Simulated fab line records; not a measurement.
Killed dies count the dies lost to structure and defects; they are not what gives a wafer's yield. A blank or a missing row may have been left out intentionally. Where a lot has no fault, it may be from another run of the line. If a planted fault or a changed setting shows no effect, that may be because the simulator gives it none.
Matching of chambers ; flow sky130 ; rieSi-02 running SKY_FIELD_ISO_ETCH_17: 4 sister chambers
The step etches Si in HBr/Cl2/O2, target depth 342 nm, time 97.7 s. 8 wafers are shown with their chamber, then 8 later ones without.

== EACH WAFER AND ITS CHAMBER ==
wafer;chamber;drypumpMotorCurrentA (A);oesProductAu (a.u.)
L368.1;3;6.07;1.010
L371.6;2;6.08;1.009
L373.5;1;5.83;0.998
L377.2;2;6.06;0.986
L377.3;3;6.09;1.010
L382.4;1;5.78;1.004
L382.5;0;5.75;1.010
L383.3;0;5.67;0.999

== WAFERS WITHOUT THEIR CHAMBER ==
wafer;drypumpMotorCurrentA (A);oesProductAu (a.u.)
L383.4;6.09;1.006
L383.6;5.69;1.010
L387.3;6.12;1.006
L387.4;5.68;1.004
L387.5;5.68;1.001
L388.2;5.68;0.998
L388.3;6.07;0.998
L388.5;5.73;1.002

== WHICH CHAMBER EACH ONE RAN IN ==
wafer;from the rows above;in truth
L383.4;can't be placed: 3 or 2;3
L383.6;0;0
L387.3;can't be placed: 3 or 2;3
L387.4;0;0
L387.5;0;0
L388.2;0;0
L388.3;can't be placed: 2 or 3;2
L388.5;can't be placed: 0 or 1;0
Correct placement for 4 of the 8. These rows do not allow placing 4 (true chamber among the candidates in 4). 0 placed wrongly.
How it was worked out, from the rows above alone: a wafer's distance from a chamber is the root of the sum, over the readings, of the square of ((its reading less the chamber's mean) divided by the reading's scatter). The wafer belongs to the nearest chamber; if the next one is less than 2 further off, it can't be placed. For every chamber, the mean is computed from those of its wafers that are shown. How the scatter is found: for the shown wafers, subtract from each reading the mean of its chamber, square and add these, divide the total by (wafers less chambers), then take the root.
